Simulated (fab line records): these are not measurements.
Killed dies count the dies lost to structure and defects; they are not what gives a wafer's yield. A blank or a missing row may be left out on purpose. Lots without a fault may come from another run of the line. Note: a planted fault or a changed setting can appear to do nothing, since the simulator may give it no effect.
What tool caused it?	flow sky130	32 wafers from 11 lots sampled at 5 of the route's 708 steps

## WHAT THE GAUGES READ, wafer by wafer
SKY_VIA3_BOW_MEAS_03.
lot	measured	on	VIA3_BOW (um)
L329	day 38 18:50	film metro-01	90 92 78
L334	day 40 04:44	film metro-01	93 88 83
L336	day 41 00:51	film metro-02	73 70
L337	day 41 06:49	film metro-03	89 92 80
L338	day 41 07:42	film metro-02	78 84 80
L339	day 42 01:17	film metro-02	78 84 74
L346	day 43 21:25	film metro-01	69 77 93
L347	day 44 05:58	film metro-02	95 88 87
L349	day 44 11:40	film metro-01	97 87 79
L350	day 44 14:36	film metro-02	77 80 79
L352	day 45 07:14	film metro-02	90 93 78

## EACH LOT AND THE TOOL THAT RAN IT (in order: tool; ch and the chambers of the sampled wafers; start)
lot	SKY_VIA2_STRIP_16	SKY_METAL3_DESCUM_15	SKY_METAL3_METAL_ETCH_18	SKY_METAL3_STRIP_19
L329	plasma asher-02 ch 0,1, day 36 10:53	rie metal-02 ch 0,1, day 38 17:06	rie metal-03 ch 0,1, day 38 17:15	plasma asher-04 ch 0,1, day 38 17:26
L334	plasma asher-02 ch 0,1, day 37 22:36	rie metal-02 ch 1, day 40 03:09	rie metal-03 ch 0,1, day 40 03:26	plasma asher-01 ch 0,1, day 40 03:36
L336	plasma asher-03 ch 1, day 38 20:06	rie metal-01 ch 0,1, day 40 23:23	rie metal-03 ch 0,1, day 40 23:32	plasma asher-03 ch 1, day 40 23:43
L337	plasma asher-04 ch 0,1, day 39 00:36	rie metal-01 ch 0,1, day 41 04:53	rie metal-03 ch 0,1, day 41 05:02	plasma asher-04 ch 0,1, day 41 05:13
L338	plasma asher-02 ch 0,1, day 39 03:12	rie metal-02 ch 0,1, day 41 06:02	rie metal-03 ch 0,1, day 41 06:11	plasma asher-03 ch 0,1, day 41 06:22
L339	plasma asher-02 ch 0,1, day 39 21:06	rie metal-01 ch 0,1, day 41 23:50	rie metal-02 ch 0,1, day 41 23:59	plasma asher-01 ch 0, day 42 00:10
L346	plasma asher-02 ch 0,1, day 41 18:33	rie metal-02 ch 0,1, day 43 19:54	rie metal-01 ch 0,1, day 43 20:05	plasma asher-01 ch 0,1, day 43 20:16
L347	plasma asher-03 ch 0,1, day 42 04:21	rie metal-01 ch 0,1, day 44 04:09	rie metal-03 ch 0,1, day 44 04:18	plasma asher-01 ch 0,1, day 44 04:29
L349	plasma asher-04 ch 0,1, day 42 10:08	rie metal-02 ch 0,1, day 44 10:08	rie metal-03 ch 0,1, day 44 10:20	plasma asher-01 ch 0,1, day 44 10:29
L350	plasma asher-02 ch 0,1, day 42 13:25	rie metal-02 ch 0,1, day 44 13:02	rie metal-03 ch 0,1, day 44 13:14	plasma asher-03 ch 0,1, day 44 13:23
L352	plasma asher-03 ch 1, day 43 06:39	rie metal-02 ch 0,1, day 45 05:44	rie metal-03 ch 0,1, day 45 05:53	plasma asher-03 ch 1, day 45 06:04
- SKY_VIA2_STRIP_16: strips in O2/N2.
- SKY_METAL3_DESCUM_15: chemistry O2, time 8 s.
- SKY_METAL3_METAL_ETCH_18: etches the open film in Cl2/BCl3, stops on SiO2, target depth 845 nm, time 183.1 s.
- SKY_METAL3_STRIP_19: strips in O2/N2.

## THE ANSWER, worked out from the rows above alone
Rule: what is usual is taken from the lots themselves. The widest of any qualifying gaps counts: lots, ordered by their means at a reading, are off when they make up no more than a third of the lots, leave a main group of 4 or more, and stand apart from it by 3 or more times the standard deviation of that group's means. If all means in a main group match to the digits the tables above print for the reading, that group is not used. A lot without any number at a reading at which 4 lots or more have one is off too. Any other lot the step has rows for is counted as sound.
None of the lots is off at any reading shown; this tells nothing.

## WHAT THE SIMULATOR PUT IN
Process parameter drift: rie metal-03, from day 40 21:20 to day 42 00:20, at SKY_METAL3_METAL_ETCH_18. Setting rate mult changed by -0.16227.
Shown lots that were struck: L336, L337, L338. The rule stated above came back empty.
